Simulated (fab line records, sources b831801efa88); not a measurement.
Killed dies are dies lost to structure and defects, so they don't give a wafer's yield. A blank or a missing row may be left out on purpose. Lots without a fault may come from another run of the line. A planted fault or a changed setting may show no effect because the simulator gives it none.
fab line records | flow sky130
record lots=6 wafers=18 last_day=50
route steps=708 shown VIA4@652 METAL5@661 PAD_OPEN@708
lots that met no fault: from a run of the same line without faults
start_h: hours from the record's first day to the start of the lot's first wafer shown | wait_h: hours since the lot's step before | " the same as in the row above | L1.1+2: a row that stands for several wafers | - no value, or no start given | * or withheld: withheld | < > ~ a bound
route shown NAME@n: a module of which the file shows steps, and the number in the route of the first | usual: mean/standard deviation of fault-free wafers | same: alike in all rows | chamber/n: place in a boat | sites: the reading at each site | _std_site: their standard deviation | _edge_site: outer sites' mean less inner sites' | radius_mm: how far each site lies from the wafer's centre | mask NAME#n: copy n | behind: the tool/chamber that last shaped the wafer | hold: why the lot was held/for how many hours/how that ended | device: the transistor (n, p or np) that didn't switch | end of line: the same wafers' tests at the end of the route | a step without rows: its recipe alone | killed: dies lost to structure and defects at the first sort, not the wafer's yield | map: a wafer's dies, x killed, . not, _ none there
set.NAME: the setting as run; set.NAME@STEP: as run at that earlier step | model.NAME: the simulator's own value behind a step, which no gauge read
lots at some steps of the route; a table a step, a row a wafer
services: from which hour (start_h, from the record's first day; less than 0 if before it) a tool's chamber was out of use, for how many hours, and why
## steps
# step SKY_VIA4_STRIP_13
# recipe chemistry=O2/N2 power_w=1400 pressure_mtorr=1500 platen_temp_c=withheld o2_flow_sccm=3000 n2_flow_sccm=300 overash_fraction=0.5
# usual drypump_motor_current_A=6.0/0.48 o2_flow_sccm=3001/9.6 oes_product_au=0.710/0.0051 strip_time_to_endpoint_s=12.802/0.024
# columns lot.wafer tool chamber start_h wait_h drypump_motor_current_A o2_flow_sccm oes_product_au rf_hours_counter_h strip_time_to_endpoint_s
L653.3 plasma_asher-02 0 1027.98 - 5.4 3001 0.718 - 12.776
L653.5 " 1 " " 6.4 3018 0.710 - 12.762
L653.6 " 0 " " 5.5 2992 0.709 - 12.836
L660.3 plasma_asher-03 0 1068.44 - 5.5 3002 0.721 - 12.804
L660.4 " 1 " " 6.5 3003 0.709 - 12.808
L660.5 " 0 " " 5.5 3004 0.707 - 12.836
L662.1 plasma_asher-03 0 1082.79 - 5.5 3001 0.712 2 12.835
L662.2 " 1 " " 6.5 2994 0.712 2 12.784
L662.4 " 1 " " 6.5 2995 0.705 - 12.776
L664.1 plasma_asher-02 0 1100.19 - 5.4 3007 0.715 36 12.801
L664.3 " 1 " " 6.5 3021 0.715 - 12.825
L664.5 " 0 " " 5.5 3007 0.695 - 12.822
L668.2 plasma_asher-01 1 1119.56 - 6.4 3007 0.706 103 12.821
L668.3 " 0 " " 5.5 2993 0.704 - 12.837
L668.6 " 1 " " 6.4 2994 0.708 - 12.784
L671.1 plasma_asher-01 0 1148.21 - 5.5 3009 0.707 106 12.831
L671.2 " 1 " " 6.4 3005 0.706 106 12.779
L671.6 " 1 " " 6.4 2998 0.714 - 12.832
# step SKY_VIA4_STRIP_14
# recipe chemistry=post_etch_residue_remover time_s=1200 temp_c=72.5
# step SKY_VIA4_CLEAN_15
# recipe chemistry=IPA time_s=180 temp_c=25
# step SKY_VIA4_CLEAN_16
# recipe chemistry=O3/DIW dry=n2_spin
# step SKY_VIA4_SPUTTER_17
# recipe material=TiN target_thk_nm=20 chamber_pressure_pa=5 power_w=4000 time_s=80
# usual cathode_dc_power_W=4000.0/0.74 throttle_valve_pct=30.0/0.74
# same time_s=80
# columns lot.wafer tool chamber start_h wait_h cathode_dc_power_W throttle_valve_pct
L653.3 pvd_sputter-04 - 1028.54 0.0 4001.2 30.0
L653.5 " - " " 3999.0 30.2
L653.6 " - " " 4000.1 30.2
L660.3 pvd_sputter-02 - 1069.00 0.0 4000.9 29.4
L660.4 " - " " 4000.2 29.4
L660.5 " - " " 3999.1 29.8
L662.1 pvd_sputter-02 - 1083.39 0.0 3999.3 31.0
L662.2 " - " " 3999.5 29.5
L662.4 " - " " 3999.4 29.3
L664.1 pvd_sputter-01 - 1100.78 0.0 3998.9 29.1
L664.3 " - " " 4000.9 31.3
L664.5 " - " " 4000.0 31.2
L668.2 pvd_sputter-01 - 1120.15 0.0 4001.0 29.8
L668.3 " - " " 3999.8 29.2
L668.6 " - " " 3999.2 28.9
L671.1 pvd_sputter-04 - 1148.84 0.0 3999.6 30.3
L671.2 " - " " 4000.2 31.0
L671.6 " - " " 3999.8 29.5
# step SKY_VIA4_CVD_18
# recipe material=W target_thk_nm=505 time_s=152.14 temp_c=400 pressure_torr=40
# step SKY_VIA4_RS_MEAS_19
# recipe thk_meas_gauge=four-point-probe reads=W_of_VIA4_CVD_18+TiN_of_VIA4_SPUTTER_17
# usual VIA4_W_RS=0.226/0.0031
# columns lot.wafer tool chamber start_h wait_h VIA4_W_RS[ohm/sq]
L653.3 film_metro-03 - 1028.79 0.1 0.228
L653.5 " - " " 0.233
L653.6 " - " " 0.224
L660.3 film_metro-01 - 1069.26 0.1 0.233
L660.4 " - " " 0.228
L660.5 " - " " 0.224
L662.1 film_metro-03 - 1083.61 0.1 0.228
L662.2 " - " " 0.223
L662.4 " - " " 0.224
L664.1 film_metro-02 - 1100.99 0.1 0.234
L664.3 " - " " 0.225
L664.5 " - " " 0.232
L668.2 film_metro-02 - 1120.39 0.1 0.223
L668.3 " - " " 0.225
L668.6 " - " " 0.223
L671.1 film_metro-03 - 1149.06 0.1 0.230
L671.2 " - " " 0.226
L671.6 " - " " 0.228
# step SKY_VIA4_THK_MEAS_20
# recipe thk_meas_gauge=xrf reads=W_of_VIA4_CVD_18
# usual VIA4_W_THK=495/6.7
# columns lot.wafer tool chamber start_h wait_h VIA4_W_THK[nm]
L653.3 film_metro-03 - 1028.89 0.1 495
L653.5 " - " " 481
L653.6 " - " " 500
L660.3 film_metro-01 - 1069.36 0.1 480
L660.4 " - " " 489
L660.5 " - " " 495
L662.1 film_metro-03 - 1083.73 0.1 492
L662.2 " - " " 500
L662.4 " - " " 497
L664.1 film_metro-02 - 1101.11 0.1 479
L664.3 " - " " 496
L664.5 " - " " 484
L668.2 film_metro-02 - 1120.50 0.1 501
L668.3 " - " " 493
L668.6 " - " " 495
L671.1 film_metro-03 - 1149.18 0.1 489
L671.2 " - " " 494
L671.6 " - " " 490
# step SKY_VIA4_CMP_21
# recipe stop_on=SiO2 t_overpolish_s=25 down_force_psi=3.5 platen_rpm=60 target_thk_nm=0 pad_velocity_m_s=0.94248
# step SKY_METAL5_SPUTTER_00
# recipe material=Ti target_thk_nm=15 power_w=3000 time_s=10 chamber_pressure_pa=0.4
# usual cathode_dc_power_W=3000.0/0.52 throttle_valve_pct=30.0/1.5
# same time_s=10
# columns lot.wafer tool chamber start_h wait_h cathode_dc_power_W throttle_valve_pct
L653.3 pvd_sputter-01 - 1029.40 0.2 3000.6 29.7
L653.5 " - " " 2999.7 29.1
L653.6 " - " " 3000.4 29.5
L660.3 pvd_sputter-03 - 1069.70 0.2 3000.0 28.4
L660.4 " - " " 2999.8 28.6
L660.5 " - " " 3000.5 28.5
L662.1 pvd_sputter-01 - 1084.18 0.1 2999.8 29.5
L662.2 " - " " 3000.0 28.8
L662.4 " - " " 3000.2 29.5
L664.1 pvd_sputter-01 - 1101.47 0.2 3000.3 29.8
L664.3 " - " " 3000.5 29.1
L664.5 " - " " 3000.2 31.5
L668.2 pvd_sputter-03 - 1120.85 0.1 2999.7 33.1
L668.3 " - " " 2998.5 28.5
L668.6 " - " " 2999.9 27.9
L671.1 pvd_sputter-03 - 1151.35 0.2 2999.9 28.4
L671.2 " - " " 3000.9 30.8
L671.6 " - " " 2999.8 30.5
# step SKY_METAL5_SPUTTER_01
# recipe material=TiN target_thk_nm=20 power_w=6500 time_s=17.17 chamber_pressure_pa=0.4
# usual cathode_dc_power_W=6499.9/1.2 throttle_valve_pct=30.0/1.5
# same time_s=17.17
# columns lot.wafer tool chamber start_h wait_h cathode_dc_power_W throttle_valve_pct
L653.3 pvd_sputter-01 - 1029.42 0.0 6500.5 29.9
L653.5 " - " " 6500.3 29.2
L653.6 " - " " 6498.6 29.7
L660.3 pvd_sputter-03 - 1069.72 0.0 6500.6 28.2
L660.4 " - " " 6496.6 28.5
L660.5 " - " " 6499.0 28.8
L662.1 pvd_sputter-01 - 1084.20 0.0 6500.4 29.7
L662.2 " - " " 6500.2 28.7
L662.4 " - " " 6500.0 29.4
L664.1 pvd_sputter-01 - 1101.49 0.0 6499.7 29.1
L664.3 " - " " 6501.6 28.9
L664.5 " - " " 6500.4 31.3
L668.2 pvd_sputter-03 - 1120.87 0.0 6500.7 33.1
L668.3 " - " " 6500.4 28.3
L668.6 " - " " 6498.8 28.4
L671.1 pvd_sputter-03 - 1151.37 0.0 6499.0 28.0
L671.2 " - " " 6500.2 30.7
L671.6 " - " " 6501.4 30.3
# step SKY_METAL5_SPUTTER_02
# recipe material=AlCu target_thk_nm=1150 power_w=10600 time_s=61.2 chamber_pressure_pa=0.4
# step SKY_METAL5_SPUTTER_03
# recipe material=Ti target_thk_nm=5 power_w=3000 time_s=3.3 chamber_pressure_pa=0.4
# usual cathode_dc_power_W=3000.0/0.52 throttle_valve_pct=30.0/1.5
# same time_s=3.3
# columns lot.wafer tool chamber start_h wait_h cathode_dc_power_W throttle_valve_pct
L653.3 pvd_sputter-01 - 1029.50 0.0 3000.0 29.7
L653.5 " - " " 2999.6 29.0
L653.6 " - " " 2999.2 29.8
L660.3 pvd_sputter-03 - 1069.79 0.0 3000.2 28.0
L660.4 " - " " 3000.6 28.5
L660.5 " - " " 3000.2 28.5
L662.1 pvd_sputter-01 - 1084.28 0.0 3000.1 29.8
L662.2 " - " " 2918.9 29.3
L662.4 " - " " 3000.0 29.6
L664.1 pvd_sputter-01 - 1101.57 0.0 3000.1 29.6
L664.3 " - " " 2918.3 29.0
L664.5 " - " " 3000.8 31.4
L668.2 pvd_sputter-03 - 1120.94 0.0 2999.7 32.9
L668.3 " - " " 2999.5 28.3
L668.6 " - " " 2999.6 28.1
L671.1 pvd_sputter-03 - 1151.45 0.0 3000.0 28.4
L671.2 " - " " 3000.7 30.5
L671.6 " - " " 2999.1 30.7
# step SKY_METAL5_SPUTTER_04
# recipe material=TiN target_thk_nm=70 power_w=6500 time_s=58.3 chamber_pressure_pa=0.4
# usual cathode_dc_power_W=6500.1/1.2 throttle_valve_pct=30.0/1.5
# same time_s=58.3
# columns lot.wafer tool chamber start_h wait_h cathode_dc_power_W throttle_valve_pct
L653.3 pvd_sputter-01 - 1029.52 0.0 6500.7 29.7
L653.5 " - " " 6501.3 28.9
L653.6 " - " " 6500.0 29.4
L660.3 pvd_sputter-03 - 1069.81 0.0 6498.0 28.3
L660.4 " - " " 6497.3 28.4
L660.5 " - " " 6501.2 28.6
L662.1 pvd_sputter-01 - 1084.30 0.0 6500.5 30.0
L662.2 " - " " 6501.8 28.8
L662.4 " - " " 6501.4 29.6
L664.1 pvd_sputter-01 - 1101.59 0.0 6500.5 29.4
L664.3 " - " " 6499.0 28.8
L664.5 " - " " 6500.4 31.5
L668.2 pvd_sputter-03 - 1120.96 0.0 6498.3 33.2
L668.3 " - " " 6500.6 28.2
L668.6 " - " " 6500.8 28.1
L671.1 pvd_sputter-03 - 1151.47 0.0 6498.5 28.2
L671.2 " - " " 6500.6 30.7
L671.6 " - " " 6499.2 31.0
# step SKY_PAD_OPEN_PROBE_99
# usual defect_limited_yield=82.5/1.8 killed_at_M0_to_M3=43/5.9 killed_at_M4_up=3.3/1.9 killed_at_contacts=24/5.6 killed_at_front_end=15/4.1 killed_at_other=0.4/0.66 killed_dies=86/9 killed_open=47/6.9 killed_short=39/6.2 sort_bin_3_pad_short=0.9/0.45 sort_bin_5_function=10.3/1.4 sort_bin_6_memory=6.3/1.2 sort_n_pass=406/9 sort_yield_pct=82.5/1.8
# same gross_dies=492 killed_at_back_side=0 sort_bin_4_leakage[%]=0 sort_bin_8_speed[%]=0
# columns lot.wafer tool chamber start_h wait_h defect_limited_yield[%] killed_at_M0_to_M3 killed_at_M4_up killed_at_contacts killed_at_front_end killed_at_other killed_dies killed_open killed_short sort_bin_3_pad_short[%] sort_bin_5_function[%] sort_bin_6_memory[%] sort_n_pass sort_yield_pct[%]
L653.3 prober-01 - 1096.63 0.2 81.3 52 1 25 13 1 92 52 40 1.4 10.6 6.7 400 81.3
L653.5 prober-01 - 1096.73 0.2 83.5 39 5 17 20 0 81 43 38 0.4 10.8 5.3 411 83.5
L653.6 prober-01 - 1096.78 0.2 81.1 51 3 27 12 0 93 47 46 1.0 11.6 6.3 399 81.1
L660.3 prober-01 - 1132.25 0.2 84.1 41 2 24 11 0 78 41 37 1.4 9.3 5.1 414 84.1
L660.4 prober-01 - 1132.30 0.2 86.0 36 1 20 12 0 69 35 34 0.6 9.8 3.7 423 86.0
L660.5 prober-01 - 1132.35 0.2 84.3 50 2 18 6 1 77 45 32 0.6 8.3 6.7 415 84.3
L664.1 prober-02 - 1160.45 0.1 84.1 37 1 25 15 0 78 40 38 0.6 10.2 5.1 414 84.1
L664.3 prober-02 - 1160.55 0.2 83.3 37 6 21 17 1 82 38 44 0.2 10.2 6.3 410 83.3
L664.5 prober-02 - 1160.65 0.2 80.1 43 5 27 23 0 98 60 38 1.0 11.0 7.9 394 80.1
L668.2 prober-01 - 1177.72 0.1 80.9 55 8 22 9 0 94 51 43 0.8 11.6 6.7 398 80.9
L668.3 prober-01 - 1177.77 0.2 78.3 46 3 41 17 0 107 67 39 1.2 13.2 7.3 385 78.3
L668.6 prober-01 - 1177.92 0.2 84.1 42 2 20 14 0 78 43 34 0.4 9.8 5.7 414 84.1
L671.1 prober-01 - 1202.97 0.1 82.7 44 2 28 11 0 85 52 32 0.6 9.1 7.5 407 82.7
L671.2 prober-01 - 1203.02 0.1 82.5 46 2 22 16 0 86 51 35 0.6 11.8 5.1 406 82.5
L671.6 prober-01 - 1203.22 0.2 84.3 39 4 18 16 0 77 39 37 0.6 10.6 4.5 415 84.3
# killed by level:class
L653.3 CONTACT:geometric_particle:open=14 METAL1:geometric_particle:short=10 LI_CONTACT:geometric_particle:open=9 VIA2:geometric_particle:open=9 VIA1:geometric_particle:open=8 VIA1:geometric_particle:short=6 METAL3:geometric_particle:short=6 METAL2:geometric_particle:short=5
L653.5 VIA1:geometric_particle:open=14 FIELD_ISO:geometric_particle:open=6 CONTACT:geometric_particle:open=6 METAL1:geometric_particle:short=6 FIELD_ISO:geometric_particle:short=5 LI_CONTACT:geometric_particle:open=5 POLY_GATE:geometric_particle:open=4 METAL4:geometric_particle:short=4
L653.6 VIA1:geometric_particle:open=11 LI_CONTACT:geometric_particle:open=10 VIA2:geometric_particle:open=7 VIA2:geometric_particle:short=7 VIA3:geometric_particle:open=6 CONTACT:geometric_particle:short=6 CONTACT:geometric_particle:open=6 METAL1:geometric_particle:short=6
L660.3 CONTACT:geometric_particle:open=12 VIA1:geometric_particle:open=8 METAL2:geometric_particle:short=7 VIA3:geometric_particle:open=6 FIELD_ISO:geometric_particle:short=5 VIA3:geometric_particle:short=5 LOCAL_INTERCONNECT:geometric_particle:short=5 VIA2:geometric_particle:open=5
L660.4 CONTACT:geometric_particle:open=8 VIA1:geometric_particle:open=8 VIA3:geometric_particle:open=6 VIA3:geometric_particle:short=6 METAL2:geometric_particle:short=5 CONTACT:geometric_particle:short=5 FIELD_ISO:geometric_particle:short=3 SPACER:geometric_particle:short=3
L660.5 VIA1:geometric_particle:open=16 VIA2:geometric_particle:open=11 CONTACT:geometric_particle:short=8 METAL1:geometric_particle:short=7 LI_CONTACT:geometric_particle:open=5 FIELD_ISO:geometric_particle:open=3 LOCAL_INTERCONNECT:geometric_particle:short=3 VIA1:geometric_particle:short=3
L664.1 CONTACT:geometric_particle:open=11 METAL1:geometric_particle:short=8 FIELD_ISO:geometric_particle:open=6 METAL2:geometric_particle:short=5 VIA3:geometric_particle:open=5 LI_CONTACT:geometric_particle:open=4 LOCAL_INTERCONNECT:geometric_particle:short=4 CONTACT:geometric_particle:short=4
L664.3 VIA2:geometric_particle:open=8 LI_CONTACT:geometric_particle:open=7 CONTACT:geometric_particle:open=7 CONTACT:geometric_particle:short=6 VIA1:geometric_particle:short=6 METAL1:geometric_particle:short=6 METAL2:geometric_particle:short=6 FIELD_ISO:geometric_particle:short=5
L664.5 CONTACT:geometric_particle:open=17 VIA3:geometric_particle:open=11 METAL2:geometric_particle:short=10 POLY_GATE:geometric_particle:short=6 VIA1:geometric_particle:open=6 FIELD_ISO:geometric_particle:open=5 LI_CONTACT:geometric_particle:open=4 CONTACT:geometric_particle:short=4
L668.2 VIA3:geometric_particle:open=12 VIA1:geometric_particle:open=11 VIA2:geometric_particle:open=8 LI_CONTACT:geometric_particle:open=7 METAL2:geometric_particle:short=7 CONTACT:geometric_particle:open=6 METAL4:geometric_particle:short=6 LOCAL_INTERCONNECT:geometric_particle:short=5
L668.3 CONTACT:geometric_particle:open=19 VIA1:geometric_particle:open=16 LI_CONTACT:geometric_particle:open=13 FIELD_ISO:geometric_particle:open=6 VIA1:geometric_particle:short=6 METAL2:geometric_particle:short=5 LI_CONTACT:geometric_particle:short=5 VIA3:geometric_particle:open=5
L668.6 CONTACT:geometric_particle:open=11 VIA1:geometric_particle:open=10 METAL2:geometric_particle:short=8 VIA3:geometric_particle:open=6 METAL1:geometric_particle:short=5 FIELD_ISO:geometric_particle:open=4 CONTACT:geometric_particle:short=4 FIELD_ISO:geometric_particle:short=3
L671.1 VIA1:geometric_particle:open=11 CONTACT:geometric_particle:open=10 LI_CONTACT:geometric_particle:open=9 METAL3:geometric_particle:open=5 METAL1:geometric_particle:short=5 VIA2:geometric_particle:open=5 VIA3:geometric_particle:short=5 FIELD_ISO:geometric_particle:short=4
L671.2 CONTACT:geometric_particle:open=11 VIA3:geometric_particle:open=9 VIA2:geometric_particle:open=8 VIA1:geometric_particle:open=6 VIA3:geometric_particle:short=6 FIELD_ISO:geometric_particle:short=5 FIELD_ISO:geometric_particle:open=5 CONTACT:geometric_particle:short=5
L671.6 VIA1:geometric_particle:open=10 METAL2:geometric_particle:short=7 LI_CONTACT:geometric_particle:open=5 LOCAL_INTERCONNECT:geometric_particle:short=5 VIA3:geometric_particle:open=5 CONTACT:geometric_particle:open=4 METAL1:geometric_particle:short=4 FIELD_ISO:geometric_particle:open=3
## services
# columns tool chamber start_h hours kind
pvd_sputter-02 - 1037.95 4.3 repair
pvd_sputter-02 - 1047.86 3.3 repair
plasma_asher-03 - 1055.34 9.0 pm
plasma_asher-03 0 1055.34 9.0 vent_cycle
plasma_asher-03 1 1055.34 9.0 vent_cycle
plasma_asher-03 0 1064.34 - clean
plasma_asher-03 1 1064.34 - clean
pvd_sputter-01 - 1069.94 6.5 repair
plasma_asher-01 - 1077.41 6.6 repair
pvd_sputter-04 - 1098.44 3.5 repair
pvd_sputter-01 - 1108.21 7.3 repair
pvd_sputter-03 - 1109.31 2.0 repair
plasma_asher-01 - 1110.15 3.0 repair
plasma_asher-01 - 1115.45 2.8 pm
plasma_asher-03 - 1117.62 0.8 repair
pvd_sputter-02 - 1129.17 5.9 repair
pvd_sputter-02 - 1133.24 4.1 repair
plasma_asher-03 - 1145.50 1.7 repair
## key
first_sign step=SKY_METAL5_SPUTTER_03 reading=cathode_dc_power_W direction=down sigmas=99+ usual=3000.0 struck=2918.6
effect none on later readings
met_at SKY_METAL5_SPUTTER_03
struck_wafers L662.2,L664.3
onset_between 1029.50 1084.28
fault kind=process_parameter_drift tool=pvd_sputter-01 chamber=- onset_h=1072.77 steps=SKY_METAL5_SPUTTER_03 channel=power_w offset=* shape=step end_h=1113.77 acts_in=* stated=* scope=struck_wafers_only
